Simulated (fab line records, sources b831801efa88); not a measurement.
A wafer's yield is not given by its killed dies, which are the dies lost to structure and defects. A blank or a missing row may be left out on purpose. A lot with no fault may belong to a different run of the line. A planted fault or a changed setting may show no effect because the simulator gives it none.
fab line records	flow sky130
record: lots: 12	wafers: 36	lastDay: 51
route steps=708 shown LOCAL_INTERCONNECT@399 CONTACT@408 METAL1@435
lots with no fault: from the same line, run without faults
startH: start of the lot's first displayed wafer, in hours after the record's first day	waitH: time in hours since the lot's previous step	" identical to the entry in the row above	L1.1+2: a row that stands for several wafers	- no value, or no start was given	* or withheld: withheld	< > ~ a bound
route shown NAME@n: a module of which the file shows steps, and the number in the route of the first	usual: mean/standard deviation taken from wafers without a fault	same: alike in all rows	chamber/n: place in a boat	sites: the reading at each site	_std_site: standard deviation across them	_edge_site: inner sites' mean taken away from outer sites' mean	radiusMm: how far each site lies from the wafer's centre	mask NAME#n: copy n	behind: the most recent tool/chamber to have shaped the wafer	hold: why the lot was held/for how many hours/how that ended	device: which transistor (n, p or np) failed to switch	end of line: the route-end tests of the same wafers	step lacking rows: just its recipe	killed: the dies lost at the first sort to structure and to defects; this is not the yield of the wafer	map: dies across one wafer; x = killed, . = not, _ = none there
set.NAME: the setting the step ran with; set.NAME@STEP: the setting that earlier step ran with	model.NAME: the simulator's own value behind a step, which no gauge read
steps of the route over a sample of lots; a table a step, a row a wafer
services: from which hour (startH, from the record's first day; less than 0 if before it) a tool's chamber was out of use, for how many hours, and why
== steps ==
step: SKY_LOCAL_INTERCONNECT_OVL_MEAS_12
usual: LOCAL_INTERCONNECT_OVL: -2/4.9
lot.wafer	tool	chamber	startH	waitH	LOCAL_INTERCONNECT_OVL[nm]
L870.3	overlay-02	-	741.69	0.1	-5
L870.4	"	-	"	"	-7
L870.6	"	-	"	"	-9
L871.2	overlay-01	-	759.45	0.1	-6
L871.5	"	-	"	"	-7
L871.6	"	-	"	"	-11
L873.1	overlay-02	-	763.09	0.1	-8
L873.4	"	-	"	"	2
L873.5	"	-	"	"	2
L874.1	overlay-01	-	773.58	0.1	6
L874.5	"	-	"	"	-5
L874.6	"	-	"	"	-5
L875.3	overlay-01	-	783.90	0.1	-3
L875.4	"	-	"	"	2
L875.6	"	-	"	"	-3
L876.1	overlay-02	-	788.94	0.1	-9
L876.4	"	-	"	"	-12
L876.6	"	-	"	"	-9
L878.1	overlay-01	-	804.05	0.1	-2
L878.2	"	-	"	"	-6
L878.6	"	-	"	"	-7
L881.4	overlay-02	-	834.32	0.1	2
L881.5	"	-	"	"	2
L881.6	"	-	"	"	0
L885.3	overlay-01	-	854.16	0.1	-4
L885.4	"	-	"	"	-4
L885.5	"	-	"	"	-7
L886.2	overlay-01	-	860.08	0.1	6
L886.3	"	-	"	"	1
L886.5	"	-	"	"	3
L887.1	overlay-01	-	870.69	0.1	-3
L887.2	"	-	"	"	-1
L887.6	"	-	"	"	-2
L892.1	overlay-01	-	898.65	0.1	-2
L892.2	"	-	"	"	-2
L892.4	"	-	"	"	-6
step: SKY_CONTACT_HDPCVD_02
recipe: material: SiO2	targetThkNm: 565	sigmaOpenFrac: 0.3	timeS: 94.2	tempC: 600	sih4FlowSccm: 60	pressureMtorr: 6
usual: susceptorTempC: 600.01/0.27
lot.wafer	tool	chamber	startH	waitH	susceptorTempC
L870.3	hdpcvd-01	2	742.55	0.1	599.86
L870.4	"	0	"	"	599.46
L870.6	"	2	"	"	599.93
L871.2	hdpcvd-02	1	760.28	0.0	600.01
L871.5	"	0	"	"	599.98
L871.6	"	2	"	"	599.44
L873.1	hdpcvd-01	2	763.96	0.1	600.25
L873.4	"	2	"	"	600.35
L873.5	"	1	"	"	600.39
L874.1	hdpcvd-02	0	774.46	0.1	600.33
L874.5	"	2	"	"	599.52
L874.6	"	1	"	"	600.14
L875.3	hdpcvd-02	2	784.78	0.0	599.97
L875.4	"	0	"	"	599.88
L875.6	"	1	"	"	599.81
L876.1	hdpcvd-01	0	789.78	0.1	600.02
L876.4	"	0	"	"	599.86
L876.6	"	2	"	"	599.54
L878.1	hdpcvd-02	1	804.90	0.1	600.03
L878.2	"	2	"	"	600.25
L878.6	"	1	"	"	600.04
L881.4	hdpcvd-01	1	835.18	0.1	599.72
L881.5	"	1	"	"	599.70
L881.6	"	2	"	"	599.67
L885.3	hdpcvd-02	1	855.09	0.0	599.90
L885.4	"	0	"	"	599.81
L885.5	"	2	"	"	599.81
L886.2	hdpcvd-02	2	860.92	0.0	599.82
L886.3	"	1	"	"	600.11
L886.5	"	0	"	"	600.12
L887.1	hdpcvd-01	1	871.57	0.1	599.92
L887.2	"	2	"	"	599.99
L887.6	"	2	"	"	599.87
L892.1	hdpcvd-01	0	899.53	0.1	600.01
L892.2	"	2	"	"	600.68
L892.4	"	0	"	"	599.73
step: SKY_CONTACT_THK_MEAS_03
recipe: reads: SiO2_of_CONTACT_HDPCVD_02
usual: CONTACT_HDPCVD_THK: 566/5.6
lot.wafer	tool	chamber	startH	waitH	CONTACT_HDPCVD_THK[nm]
L870.3	filmMetro-02	-	742.63	0.1	561
L870.4	"	-	"	"	560
L870.6	"	-	"	"	568
L871.2	filmMetro-03	-	760.36	0.0	561
L871.5	"	-	"	"	557
L871.6	"	-	"	"	554
L873.1	filmMetro-02	-	764.03	0.0	561
L873.4	"	-	"	"	566
L873.5	"	-	"	"	563
L874.1	filmMetro-04	-	774.52	0.0	562
L874.5	"	-	"	"	564
L874.6	"	-	"	"	569
L875.3	filmMetro-02	-	784.87	0.1	562
L875.4	"	-	"	"	563
L875.6	"	-	"	"	571
L876.1	filmMetro-04	-	789.85	0.0	569
L876.4	"	-	"	"	565
L876.6	"	-	"	"	564
L878.1	filmMetro-02	-	805.00	0.1	566
L878.2	"	-	"	"	563
L878.6	"	-	"	"	565
L881.4	filmMetro-03	-	835.28	0.1	566
L881.5	"	-	"	"	566
L881.6	"	-	"	"	569
L885.3	filmMetro-02	-	855.18	0.1	801
L885.4	"	-	"	"	804
L885.5	"	-	"	"	574
L886.2	filmMetro-02	-	861.00	0.0	796
L886.3	"	-	"	"	796
L886.5	"	-	"	"	572
L887.1	filmMetro-02	-	871.64	0.0	568
L887.2	"	-	"	"	565
L887.6	"	-	"	"	560
L892.1	filmMetro-03	-	899.60	0.0	567
L892.2	"	-	"	"	573
L892.4	"	-	"	"	568
step: SKY_CONTACT_CMP_04
recipe: material: SiO2	downForcePsi: 4	platenRpm: 60	padVelocityMS: 0.94248
usual: motorCurrentA: 11.5/0.72	timeToEndpointS: 84/3.8
lot.wafer	tool	chamber	startH	waitH	motorCurrentA	timeToEndpointS
L870.4	cmp-02	3	742.77	0.1	11.4	77
L870.3	"	0	"	"	11.0	81
L870.6	"	1	"	"	11.3	82
L871.2	cmp-02	0	760.41	0.0	11.1	81
L871.6	"	0	"	"	10.5	81
L871.5	"	1	"	"	11.2	80
L873.1	cmp-01	1	764.14	0.1	11.9	87
L873.4	"	3	"	"	13.5	89
L873.5	"	0	"	"	11.3	82
L874.1	cmp-02	0	774.63	0.1	10.7	87
L874.5	"	3	"	"	11.5	83
L874.6	"	0	"	"	11.2	85
L875.3	cmp-02	2	784.91	0.0	11.2	86
L875.4	"	1	"	"	10.7	85
L875.6	"	2	"	"	10.8	87
L876.1	cmp-01	3	790.01	0.1	12.4	93
L876.4	"	0	"	"	11.6	86
L876.6	"	2	"	"	11.5	79
L878.1	cmp-01	0	805.16	0.1	12.6	88
L878.2	"	1	"	"	12.0	88
L878.6	"	3	"	"	13.1	91
L881.4	cmp-02	2	835.41	0.1	10.9	85
L881.5	"	0	"	"	10.8	84
L881.6	"	1	"	"	11.6	82
L885.4	cmp-01	2	855.27	0.1	11.3	164
L885.3	"	3	"	"	12.9	167
L885.5	"	2	"	"	10.7	80
L886.2	cmp-02	0	861.10	0.1	9.9	164
L886.3	"	1	"	"	12.2	166
L886.5	"	0	"	"	10.7	81
L887.2	cmp-02	2	871.70	0.0	10.8	83
L887.1	"	0	"	"	10.4	81
L887.6	"	2	"	"	11.2	80
L892.1	cmp-02	1	899.66	0.1	12.4	81
L892.4	"	3	"	"	11.1	83
L892.2	"	0	"	"	10.1	86
step: SKY_CONTACT_SPUTTER_23
recipe: material: TiN	targetThkNm: 20	chamberPressurePa: 5	powerW: 4000	timeS: 80
usual: throttleValvePct: 29.9/0.78
same: timeS: 80
lot.wafer	tool	chamber	startH	waitH	throttleValvePct
L870.3	pvdSputter-03	-	772.13	0.0	29.7
L870.4	"	-	"	"	30.6
L870.6	"	-	"	"	30.3
L871.2	pvdSputter-01	-	789.17	0.0	30.8
L871.5	"	-	"	"	30.3
L871.6	"	-	"	"	30.0
L873.1	pvdSputter-02	-	792.82	0.0	30.2
L873.4	"	-	"	"	29.9
L873.5	"	-	"	"	29.9
L874.1	pvdSputter-02	-	802.81	0.0	30.2
L874.5	"	-	"	"	28.3
L874.6	"	-	"	"	30.2
L875.3	pvdSputter-02	-	813.36	0.0	30.2
L875.4	"	-	"	"	29.9
L875.6	"	-	"	"	27.9
L876.1	pvdSputter-01	-	818.55	0.0	28.4
L876.4	"	-	"	"	30.2
L876.6	"	-	"	"	28.4
L878.1	pvdSputter-01	-	833.81	0.0	30.3
L878.2	"	-	"	"	29.8
L878.6	"	-	"	"	31.3
L881.4	pvdSputter-01	-	863.47	0.0	29.9
L881.5	"	-	"	"	29.9
L881.6	"	-	"	"	30.9
L885.3	pvdSputter-01	-	882.67	0.0	28.4
L885.4	"	-	"	"	29.8
L885.5	"	-	"	"	30.0
L886.2	pvdSputter-03	-	888.51	0.0	29.5
L886.3	"	-	"	"	30.4
L886.5	"	-	"	"	30.7
L887.1	pvdSputter-03	-	899.62	0.0	30.4
L887.2	"	-	"	"	30.5
L887.6	"	-	"	"	30.6
L892.1	pvdSputter-03	-	927.20	0.0	30.4
L892.2	"	-	"	"	29.2
L892.4	"	-	"	"	29.9
step: SKY_METAL1_SPUTTER_01
recipe: material: TiN	targetThkNm: 20	powerW: 6500	timeS: 16.7	chamberPressurePa: 0.4
usual: throttleValvePct: 30.0/0.85
same: timeS: 16.7
lot.wafer	tool	chamber	startH	waitH	throttleValvePct
L870.3	pvdSputter-01	-	772.91	0.0	30.8
L870.4	"	-	"	"	30.2
L870.6	"	-	"	"	30.1
L871.2	pvdSputter-04	-	789.85	0.0	30.0
L871.5	"	-	"	"	31.3
L871.6	"	-	"	"	29.0
L873.1	pvdSputter-03	-	793.49	0.0	29.8
L873.4	"	-	"	"	29.4
L873.5	"	-	"	"	30.5
L874.1	pvdSputter-04	-	803.48	0.0	31.5
L874.5	"	-	"	"	30.3
L874.6	"	-	"	"	31.9
L875.3	pvdSputter-01	-	814.04	0.0	30.1
L875.4	"	-	"	"	28.5
L875.6	"	-	"	"	28.7
L876.1	pvdSputter-03	-	819.22	0.0	30.3
L876.4	"	-	"	"	30.7
L876.6	"	-	"	"	29.5
L878.1	pvdSputter-03	-	834.49	0.0	30.5
L878.2	"	-	"	"	30.4
L878.6	"	-	"	"	30.4
L881.4	pvdSputter-01	-	864.14	0.0	28.4
L881.5	"	-	"	"	28.3
L881.6	"	-	"	"	31.0
L885.3	pvdSputter-04	-	883.34	0.0	29.3
L885.4	"	-	"	"	31.3
L885.5	"	-	"	"	29.6
L886.2	pvdSputter-04	-	889.19	0.0	30.6
L886.3	"	-	"	"	31.3
L886.5	"	-	"	"	29.4
L887.1	pvdSputter-04	-	900.30	0.0	29.4
L887.2	"	-	"	"	30.1
L887.6	"	-	"	"	31.4
L892.1	pvdSputter-01	-	927.88	0.0	28.5
L892.2	"	-	"	"	29.9
L892.4	"	-	"	"	30.9
== services ==
tool	chamber	startH	hours	kind
cmp-02	-	718.95	16.1	repair
cmp-01	-	726.09	2.9	repair
pvdSputter-04	-	736.03	3.5	repair
hdpcvd-01	1	740.22	18.6	repair
cmp-02	-	744.37	4.0	pm
cmp-01	-	750.41	0.6	repair
cmp-01	-	754.43	0.5	repair
cmp-01	-	760.50	2.1	repair
pvdSputter-01	-	782.79	2.8	repair
cmp-01	-	798.78	2.6	repair
hdpcvd-02	0	802.25	10.7	repair
hdpcvd-01	0	805.63	5.8	repair
hdpcvd-01	0	820.38	18.9	repair
cmp-01	-	831.87	7.3	repair
cmp-02	-	839.22	6.5	pm
cmp-01	-	845.76	2.5	pm
hdpcvd-01	-	847.88	3.1	repair
hdpcvd-01	-	851.02	6.0	pm
pvdSputter-04	-	851.03	2.2	repair
pvdSputter-03	-	858.97	9.0	repair
cmp-01	-	874.61	2.9	repair
pvdSputter-04	-	883.97	4.0	repair
cmp-01	-	892.83	0.6	repair
pvdSputter-03	-	922.83	1.7	repair
== key ==
firstSign: step: SKY_CONTACT_THK_MEAS_03	reading: CONTACT_HDPCVD_THK	direction: up	sigmas: 42	usual: 566	struck: 799
effect: step: SKY_CONTACT_CMP_04	reading: timeToEndpointS	direction: up	sigmas: 22	usual: *	struck: *
metAt SKY_CONTACT_HDPCVD_02
struckLots L885,L886
struckWafers L885.3,L885.4,L886.2,L886.3
testerLeftOut L885,L886
notActingAt SKY_LOCAL_INTERCONNECT_OVL_MEAS_12,SKY_CONTACT_SPUTTER_23,SKY_METAL1_SPUTTER_01
onsetBetween 804.90 855.09
fault: kind: processParameterDrift	tool: hdpcvd-02	chamber: -	onsetH: 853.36	steps: SKY_CONTACT_HDPCVD_02	channel: targetThkNm	offset: 227.63	shape: step	endH: 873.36	scope: struckWafersOnly	actsIn: theseRecipesOnly	stated: 565
testerLeftOut: of these lots the tester's yield and bins aren't shown, on N5 and GAA mostly nor the transistor test; their killed dies are dies lost to structure and defects alone, not to doping, threshold or leakage, so they don't give the yield
